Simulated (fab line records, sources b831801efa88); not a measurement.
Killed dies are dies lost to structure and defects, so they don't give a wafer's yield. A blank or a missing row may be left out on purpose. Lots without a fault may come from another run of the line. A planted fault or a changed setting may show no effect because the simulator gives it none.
fab line records | flow sky130
record lots=13 wafers=38 last_day=50
route steps=708 shown LI_CONTACT@385 LOCAL_INTERCONNECT@399 CONTACT@417 METAL1@435 PAD_OPEN@708
lots that met no fault: from a run of the same line without faults
start_h: hours from the record's first day to the start of the lot's first wafer shown | wait_h: hours since the lot's step before | " the same as in the row above | L1.1+2: a row that stands for several wafers | - no value, or no start given | * or withheld: withheld | < > ~ a bound
route shown NAME@n: a module of which the file shows steps, and the number in the route of the first | usual: mean/standard deviation of fault-free wafers | same: alike in all rows | chamber/n: place in a boat | sites: the reading at each site | _std_site: their standard deviation | _edge_site: outer sites' mean less inner sites' | radius_mm: how far each site lies from the wafer's centre | mask NAME#n: copy n | behind: the tool/chamber that last shaped the wafer | hold: why the lot was held/for how many hours/how that ended | device: the transistor (n, p or np) that didn't switch | end of line: the same wafers' tests at the end of the route | a step without rows: its recipe alone | killed: dies lost to structure and defects at the first sort, not the wafer's yield | map: a wafer's dies, x killed, . not, _ none there
set.NAME: the setting as run; set.NAME@STEP: as run at that earlier step | model.NAME: the simulator's own value behind a step, which no gauge read
steps of the route over a sample of lots; a table a step, a row a wafer
services: from which hour (start_h, from the record's first day; less than 0 if before it) a tool's chamber was out of use, for how many hours, and why
## steps
# step SKY_LI_CONTACT_THK_MEAS_23
# recipe thk_meas_gauge=xrf reads=W_of_LI_CONTACT_CVD_21
# usual LI_CONTACT_W_THK=398/7.7
# columns lot.wafer tool chamber start_h wait_h LI_CONTACT_W_THK[nm]
L216.1 film_metro-04 - 670.50 0.1 395
L216.5 " - " " 398
L216.6 " - " " 396
L217.2 film_metro-03 - 674.58 0.1 387
L217.4 " - " " 388
L217.6 " - " " 388
L218.1 film_metro-04 - 685.52 0.1 402
L218.4 " - " " 404
L218.6 " - " " 403
L219.2 film_metro-03 - 702.72 0.1 398
L219.5 " - " " 399
L219.6 " - " " 396
L220.1 film_metro-04 - 707.61 0.1 392
L220.2 " - " " 391
L220.6 " - " " 395
L221.1 film_metro-02 - 713.27 0.1 406
L221.5 " - " " 403
L221.6 " - " " 395
L222.3 film_metro-02 - 723.84 0.1 392
L222.4 " - " " 399
L222.5 " - " " 390
L223.3 film_metro-02 - 733.60 0.1 389
L223.5 " - " " 391
L232.3 film_metro-03 - 799.41 0.1 397
L232.4 " - " " 392
L232.6 " - " " 398
L233.4 film_metro-02 - 810.09 0.1 394
L233.5 " - " " 397
L233.6 " - " " 407
L234.2 film_metro-04 - 825.34 0.1 397
L234.4 " - " " 404
L234.5 " - " " 407
L237.1 film_metro-02 - 843.37 0.1 403
L237.3 " - " " 401
L237.5 " - " " 396
L238.2 film_metro-04 - 851.94 0.1 402
L238.3 " - " " 399
L238.5 " - " " 394
# step SKY_LOCAL_INTERCONNECT_OVL_MEAS_12
# usual LOCAL_INTERCONNECT_OVL=1/6
# columns lot.wafer tool chamber start_h wait_h LOCAL_INTERCONNECT_OVL[nm]
L216.1 overlay-02 - 698.46 0.1 0
L216.5 " - " " -2
L216.6 " - " " -2
L217.2 overlay-02 - 703.12 0.1 6
L217.4 " - " " 11
L217.6 " - " " -2
L218.1 overlay-01 - 713.98 0.1 2
L218.4 " - " " 8
L218.6 " - " " -3
L219.2 overlay-02 - 731.34 0.1 0
L219.5 " - " " -7
L219.6 " - " " -7
L220.1 overlay-02 - 735.73 0.1 -2
L220.2 " - " " -1
L220.6 " - " " -5
L221.1 overlay-01 - 741.23 0.1 6
L221.5 " - " " 2
L221.6 " - " " -2
L222.3 overlay-01 - 752.28 0.1 1
L222.4 " - " " -4
L222.5 " - " " -5
L223.3 overlay-02 - 761.47 0.1 8
L223.5 " - " " 10
L232.3 overlay-02 - 826.49 0.1 -8
L232.4 " - " " 3
L232.6 " - " " 1
L233.4 overlay-02 - 836.95 0.1 7
L233.5 " - " " 3
L233.6 " - " " 4
L234.2 overlay-02 - 851.97 0.1 13
L234.4 " - " " 10
L234.5 " - " " 16
L237.1 overlay-02 - 868.73 0.1 6
L237.3 " - " " 8
L237.5 " - " " 2
L238.2 overlay-02 - 877.99 0.1 -2
L238.3 " - " " 1
L238.5 " - " " -6
# step SKY_CONTACT_EXPOSE_11
# recipe mask_id=CTM1 na=0.8 source_shape=annular sigma_inner=0.55 sigma_outer=0.85 target_cd_nm=170 dose_mj=38
# usual focus_offset_nm=0.0/0.43
# same sigma_inner=0.55 sigma_outer=0.85
# columns lot.wafer tool chamber start_h wait_h mask focus_offset_nm
L216.1 krf_scanner-02 0 714.32 - CTM1#0 -0.3
L216.5 " 0 " " CTM1#0 -0.1
L216.6 " 0 " " CTM1#0 0.2
L217.2 krf_scanner-02 0 717.68 - CTM1#0 0.2
L217.4 " 0 " " CTM1#0 0.4
L217.6 " 0 " " CTM1#0 0.0
L218.1 krf_scanner-02 0 729.35 - CTM1#0 0.3
L218.4 " 0 " " CTM1#0 -0.3
L218.6 " 0 " " CTM1#0 0.3
L219.2 krf_scanner-01 0 745.85 - CTM1#0 0.2
L219.5 " 0 " " CTM1#0 0.9
L219.6 " 0 " " CTM1#0 0.3
L220.1 krf_scanner-02 0 750.77 - CTM1#0 0.7
L220.2 " 0 " " CTM1#0 -0.5
L220.6 " 0 " " CTM1#0 0.5
L221.1 krf_scanner-02 0 756.55 - CTM1#0 0.2
L221.5 " 0 " " CTM1#0 -0.4
L221.6 " 0 " " CTM1#0 -0.5
L222.3 krf_scanner-02 0 767.68 - CTM1#0 0.3
L222.4 " 0 " " CTM1#0 0.3
L222.5 " 0 " " CTM1#0 0.3
L223.3 krf_scanner-02 0 776.33 - CTM1#0 0.4
L223.5 " 0 " " CTM1#0 0.9
L232.3 krf_scanner-01 0 841.52 - CTM1#0 0.4
L232.4 " 0 " " CTM1#0 -0.9
L232.6 " 0 " " CTM1#0 0.4
L233.4 krf_scanner-01 0 851.77 - CTM1#0 -0.3
L233.5 " 0 " " CTM1#0 -0.1
L233.6 " 0 " " CTM1#0 0.0
L234.2 krf_scanner-01 0 866.33 - CTM1#0 0.3
L234.4 " 0 " " CTM1#0 0.2
L234.5 " 0 " " CTM1#0 0.1
L237.1 krf_scanner-02 0 883.25 - CTM1#0 -0.1
L237.3 " 0 " " CTM1#0 -0.8
L237.5 " 0 " " CTM1#0 -0.3
L238.2 krf_scanner-01 0 892.63 - CTM1#0 0.3
L238.3 " 0 " " CTM1#0 -0.1
L238.5 " 0 " " CTM1#0 0.0
# step SKY_CONTACT_CD_MEAS_14
# recipe target_cd_nm=170
# usual cd_nm=169.6/1.6
# columns lot.wafer tool chamber start_h wait_h cd_nm
L216.1 cd_sem-02 - 728.02 - 169.0
L216.5 " - " " 169.5
L216.6 " - " " 167.9
L217.2 cd_sem-02 - 731.52 - 169.6
L217.4 " - " " 170.1
L217.6 " - " " 169.8
L218.1 cd_sem-01 - 742.91 - 170.2
L218.4 " - " " 169.2
L218.6 " - " " 170.0
L219.2 cd_sem-01 - 759.27 - 171.2
L219.5 " - " " 172.8
L219.6 " - " " 172.1
L220.1 cd_sem-02 - 763.70 - 169.7
L220.2 " - " " 168.0
L220.6 " - " " 170.9
L221.1 cd_sem-02 - 769.54 - 171.3
L221.5 " - " " 173.2
L221.6 " - " " 172.8
L222.3 cd_sem-02 - 780.39 - 169.7
L222.4 " - " " 169.2
L222.5 " - " " 126.5
L223.3 cd_sem-01 - 789.28 - 168.3
L223.5 " - " " 128.0
L232.3 cd_sem-01 - 854.78 - 169.3
L232.4 " - " " 170.7
L232.6 " - " " 170.2
L233.4 cd_sem-01 - 864.45 - 168.3
L233.5 " - " " 167.9
L233.6 " - " " 168.4
L234.2 cd_sem-02 - 879.52 - 168.3
L234.4 " - " " 167.0
L234.5 " - " " 167.2
L237.1 cd_sem-02 - 895.46 - 168.0
L237.3 " - " " 168.8
L237.5 " - " " 168.1
L238.2 cd_sem-02 - 905.31 - 167.1
L238.3 " - " " 169.0
L238.5 " - " " 169.0
# step SKY_METAL1_SPUTTER_01
# recipe material=TiN target_thk_nm=20 power_w=6500 time_s=16.7 chamber_pressure_pa=0.4
# usual throttle_valve_pct=30.1/0.51
# columns lot.wafer tool chamber start_h wait_h throttle_valve_pct
L216.1 pvd_sputter-01 - 729.57 0.0 30.2
L216.5 " - " " 29.8
L216.6 " - " " 30.6
L217.2 pvd_sputter-03 - 733.05 0.0 30.9
L217.4 " - " " 30.2
L217.6 " - " " 30.4
L218.1 pvd_sputter-02 - 744.49 0.0 30.1
L218.4 " - " " 29.9
L218.6 " - " " 30.2
L219.2 pvd_sputter-01 - 760.84 0.0 30.0
L219.5 " - " " 29.8
L219.6 " - " " 30.2
L220.1 pvd_sputter-02 - 765.34 0.0 30.3
L220.2 " - " " 29.7
L220.6 " - " " 29.9
L221.1 pvd_sputter-03 - 771.10 0.0 31.0
L221.5 " - " " 30.7
L221.6 " - " " 30.9
L222.3 pvd_sputter-02 - 781.91 0.0 29.9
L222.4 " - " " 29.5
L223.3 pvd_sputter-02 - 790.79 0.0 29.8
L232.3 pvd_sputter-02 - 856.29 0.0 30.3
L232.4 " - " " 29.4
L232.6 " - " " 30.0
L233.4 pvd_sputter-01 - 865.98 0.0 29.4
L233.5 " - " " 30.0
L233.6 " - " " 29.2
L234.2 pvd_sputter-01 - 881.05 0.0 30.3
L234.4 " - " " 30.1
L234.5 " - " " 29.2
L237.1 pvd_sputter-01 - 897.02 0.0 29.3
L237.3 " - " " 30.0
L237.5 " - " " 30.6
L238.2 pvd_sputter-01 - 906.85 0.0 30.0
L238.3 " - " " 30.3
L238.5 " - " " 30.1
# step SKY_PAD_OPEN_PROBE_99
# usual killed_at_M0_to_M3=45/7.3 killed_at_M4_up=3.1/1.7 killed_at_contacts=25/5.1 killed_at_front_end=15/4.5 killed_at_other=0.3/0.56 killed_dies=88/9.4 killed_on_rim=17/4.3 killed_open=47/6.6 killed_short=40/6.9
# same gross_dies=492 killed_at_back_side=0
# columns lot.wafer tool chamber start_h wait_h killed_at_M0_to_M3 killed_at_M4_up killed_at_contacts killed_at_front_end killed_at_other killed_dies killed_on_rim killed_open killed_short
L217.2 prober-01 - 1072.66 0.1 51 2 34 17 2 106 23 46 59
L217.4 prober-01 - 1072.76 0.2 38 1 31 17 0 87 13 47 40
L217.6 prober-01 - 1072.86 0.2 37 1 37 14 0 89 14 55 34
L221.1 prober-01 - 1101.46 0.1 47 3 23 10 0 83 21 49 34
L221.5 prober-01 - 1101.66 0.2 54 1 21 11 0 87 16 53 33
L221.6 prober-01 - 1101.71 0.2 43 2 24 11 0 80 19 39 39
L222.3 prober-02 - 1109.81 0.2 45 5 28 13 0 91 20 52 39
L222.4 prober-02 - 1109.86 0.2 43 6 25 6 0 80 14 46 34
L222.5 prober-02 - 1109.91 0.2 61 7 406 16 0 490 96 50 54
L223.3 prober-01 - 1116.96 0.2 40 4 24 13 0 81 12 39 42
L223.5 prober-01 - 1117.06 0.2 32 2 443 12 1 490 96 53 29
L232.3 prober-01 - 1164.62 0.2 51 2 21 18 0 92 18 46 46
L232.4 prober-01 - 1164.67 0.2 49 5 23 18 0 95 19 53 42
L232.6 prober-01 - 1164.77 0.2 53 4 23 20 0 100 24 52 48
L233.4 prober-02 - 1168.97 0.2 41 3 13 19 0 76 15 44 32
L233.5 prober-02 - 1169.02 0.2 49 3 22 25 0 99 21 49 50
L233.6 prober-02 - 1169.07 0.2 29 5 24 20 0 78 13 42 36
L234.2 prober-01 - 1179.97 0.1 39 3 32 17 0 91 19 48 43
L234.4 prober-01 - 1180.07 0.2 32 4 30 13 1 80 22 46 34
L234.5 prober-01 - 1180.12 0.2 54 8 26 21 0 109 26 53 56
# killed by level:class
L217.2 VIA2:geometric_particle:open=12 CONTACT:geometric_particle:open=10 FIELD_ISO:geometric_particle:short=9 METAL2:geometric_particle:short=8 LOCAL_INTERCONNECT:geometric_particle:short=7 LI_CONTACT:geometric_particle:short=6 CONTACT:geometric_particle:short=6 METAL1:geometric_particle:short=6
L217.4 CONTACT:geometric_particle:open=11 LI_CONTACT:geometric_particle:open=8 CONTACT:geometric_particle:short=8 VIA1:geometric_particle:open=7 VIA3:geometric_particle:open=5 FIELD_ISO:geometric_particle:short=4 METAL1:geometric_particle:short=4 VIA1:geometric_particle:short=4
L217.6 CONTACT:geometric_particle:open=18 VIA1:geometric_particle:open=11 FIELD_ISO:geometric_particle:open=6 LI_CONTACT:geometric_particle:open=6 CONTACT:geometric_particle:short=6 LOCAL_INTERCONNECT:geometric_particle:short=5 VIA2:geometric_particle:open=5 VIA1:geometric_particle:short=4
L221.1 CONTACT:geometric_particle:open=12 METAL1:geometric_particle:short=9 VIA2:geometric_particle:open=7 VIA1:geometric_particle:open=7 LI_CONTACT:geometric_particle:open=6 VIA3:geometric_particle:open=5 VIA1:geometric_particle:short=4 METAL3:geometric_particle:short=4
L221.5 VIA1:geometric_particle:open=13 VIA2:geometric_particle:open=9 CONTACT:geometric_particle:open=7 CONTACT:geometric_particle:short=6 METAL2:geometric_particle:short=6 VIA3:geometric_particle:open=6 FIELD_ISO:geometric_particle:open=4 LI_CONTACT:geometric_particle:open=4
L221.6 CONTACT:geometric_particle:open=8 VIA2:geometric_particle:open=7 LI_CONTACT:geometric_particle:open=6 CONTACT:geometric_particle:short=5 METAL1:geometric_particle:short=5 VIA2:geometric_particle:short=5 VIA1:geometric_particle:open=4 METAL2:geometric_particle:open=4
L222.3 LI_CONTACT:geometric_particle:open=11 VIA1:geometric_particle:open=9 CONTACT:geometric_particle:open=9 VIA3:geometric_particle:open=8 METAL1:geometric_particle:short=6 VIA2:geometric_particle:open=6 VIA2:geometric_particle:short=5 POLY_GATE:geometric_particle:short=4
L222.4 VIA1:geometric_particle:open=9 CONTACT:geometric_particle:open=8 LI_CONTACT:geometric_particle:open=6 VIA3:geometric_particle:open=6 METAL2:geometric_particle:short=6 VIA2:geometric_particle:open=6 LOCAL_INTERCONNECT:geometric_particle:short=4 CONTACT:geometric_particle:short=4
L222.5 CONTACT:area_expose=386 METAL2:geometric_particle:short=14 VIA1:geometric_particle:open=11 METAL1:geometric_particle:short=9 VIA3:geometric_particle:open=9 METAL4:geometric_particle:short=6 LI_CONTACT:geometric_particle:open=6 CONTACT:geometric_particle:open=6
L223.3 VIA1:geometric_particle:open=10 CONTACT:geometric_particle:open=8 METAL1:geometric_particle:short=8 CONTACT:geometric_particle:short=7 VIA3:geometric_particle:open=7 SPACER:geometric_particle:short=4 LOCAL_INTERCONNECT:geometric_particle:short=4 METAL2:geometric_particle:short=4
L223.5 CONTACT:area_expose=407 LI_CONTACT:geometric_particle:open=15 CONTACT:geometric_particle:open=14 VIA3:geometric_particle:open=9 VIA1:geometric_particle:open=6 POLY_GATE:geometric_particle:open=5 POLY_GATE:geometric_particle:short=4 VIA3:geometric_particle:short=4
L232.3 VIA1:geometric_particle:open=11 SPACER:geometric_particle:open=7 METAL1:geometric_particle:short=6 VIA3:geometric_particle:open=6 CONTACT:geometric_particle:short=5 METAL3:geometric_particle:short=5 METAL2:geometric_particle:short=5 VIA2:geometric_particle:open=5
L232.4 VIA1:geometric_particle:open=11 VIA3:geometric_particle:open=9 FIELD_ISO:geometric_particle:short=8 VIA2:geometric_particle:open=8 CONTACT:geometric_particle:open=7 LI_CONTACT:geometric_particle:open=5 METAL2:geometric_particle:open=4 METAL3:geometric_particle:short=4
L232.6 CONTACT:geometric_particle:open=12 VIA2:geometric_particle:open=12 VIA1:geometric_particle:open=11 METAL1:geometric_particle:short=7 FIELD_ISO:geometric_particle:short=6 FIELD_ISO:geometric_particle:open=5 CONTACT:geometric_particle:short=5 VIA1:geometric_particle:short=4
L233.4 VIA1:geometric_particle:open=14 VIA3:geometric_particle:open=7 CONTACT:geometric_particle:open=6 FIELD_ISO:geometric_particle:short=5 FIELD_ISO:geometric_particle:open=5 METAL2:geometric_particle:short=5 METAL1:geometric_particle:short=3 LI_CONTACT:geometric_particle:open=3
L233.5 FIELD_ISO:geometric_particle:open=9 VIA1:geometric_particle:open=9 CONTACT:geometric_particle:open=7 VIA1:geometric_particle:short=7 FIELD_ISO:geometric_particle:short=6 VIA2:geometric_particle:open=6 LI_CONTACT:geometric_particle:open=5 METAL1:geometric_particle:short=5
L233.6 CONTACT:geometric_particle:open=8 FIELD_ISO:geometric_particle:short=6 LI_CONTACT:geometric_particle:open=6 VIA1:geometric_particle:open=6 FIELD_ISO:geometric_particle:open=5 METAL2:geometric_particle:short=5 VIA2:geometric_particle:short=5 POLY_GATE:geometric_particle:open=4
L234.2 CONTACT:geometric_particle:open=12 VIA1:geometric_particle:open=9 CONTACT:geometric_particle:short=8 LI_CONTACT:geometric_particle:open=7 METAL1:geometric_particle:short=6 VIA1:geometric_particle:short=5 POLY_CUT:geometric_particle:short=4 VIA3:geometric_particle:open=4
L234.4 CONTACT:geometric_particle:open=10 LI_CONTACT:geometric_particle:open=9 VIA1:geometric_particle:open=8 VIA2:geometric_particle:open=6 POLY_GATE:geometric_particle:short=4 POLY_GATE:geometric_particle:open=4 LOCAL_INTERCONNECT:geometric_particle:short=4 VIA1:geometric_particle:short=4
L234.5 VIA1:geometric_particle:open=11 LI_CONTACT:geometric_particle:open=9 CONTACT:geometric_particle:short=8 METAL2:geometric_particle:short=7 CONTACT:geometric_particle:open=6 SPACER:geometric_particle:short=5 METAL4:geometric_particle:short=5 METAL1:geometric_particle:short=5
## services
# columns tool chamber start_h hours kind
pvd_sputter-02 - 697.27 2.5 repair
krf_scanner-01 - 708.97 0.8 pm
krf_scanner-01 - 725.20 0.3 repair
pvd_sputter-02 - 727.09 9.4 repair
krf_scanner-01 - 736.06 1.0 pm
krf_scanner-01 - 742.41 1.3 pm
krf_scanner-01 - 750.11 2.7 repair
krf_scanner-02 - 752.81 0.8 pm
krf_scanner-02 - 753.48 - calibration
krf_scanner-01 - 773.26 4.0 pm
pvd_sputter-02 - 782.44 1.5 repair
krf_scanner-01 0 794.60 - calibration
krf_scanner-02 - 795.23 1.0 pm
pvd_sputter-01 - 802.57 3.0 repair
krf_scanner-02 - 805.45 0.6 repair
krf_scanner-02 0 810.21 - calibration
krf_scanner-02 - 827.69 1.3 pm
pvd_sputter-02 - 828.23 4.8 repair
pvd_sputter-01 - 829.93 3.7 repair
pvd_sputter-02 - 836.78 1.7 repair
pvd_sputter-02 - 838.46 6.8 repair
krf_scanner-01 - 877.77 0.8 pm
pvd_sputter-03 - 885.50 1.1 repair
krf_scanner-01 - 905.11 1.0 pm
## key
first_sign step=SKY_CONTACT_CD_MEAS_14 reading=cd_nm direction=down sigmas=26 usual=169.6 struck=127.2
effect step=SKY_PAD_OPEN_PROBE_99 reading=killed_at_contacts direction=up sigmas=79 usual=25 struck=424
more_kills_born_at SKY_CONTACT_EXPOSE_11@krf_scanner-02=793
met_at SKY_CONTACT_EXPOSE_11
struck_lots L222,L223
struck_wafers L222.5,L223.5
later_rows_left_out L222.5,L223.5
tester_left_out L222,L223
not_acting_at SKY_LI_CONTACT_THK_MEAS_23,SKY_LOCAL_INTERCONNECT_OVL_MEAS_12,SKY_METAL1_SPUTTER_01
onset_between 756.55 767.68
fault kind=process_parameter_drift tool=krf_scanner-02 chamber=- onset_h=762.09 steps=SKY_CONTACT_EXPOSE_11 channel=focus_nm offset=317.2 shape=step end_h=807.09 scope=struck_wafers_only
# tester_left_out: of these lots the tester's yield and bins aren't shown, on N5 and GAA mostly nor the transistor test; their killed dies are dies lost to structure and defects alone, not to doping, threshold or leakage, so they don't give the yield
# later_rows_left_out: the simulator's readings of these wafers behind a module that went badly wrong aren't trusted and aren't shown, but for the sort
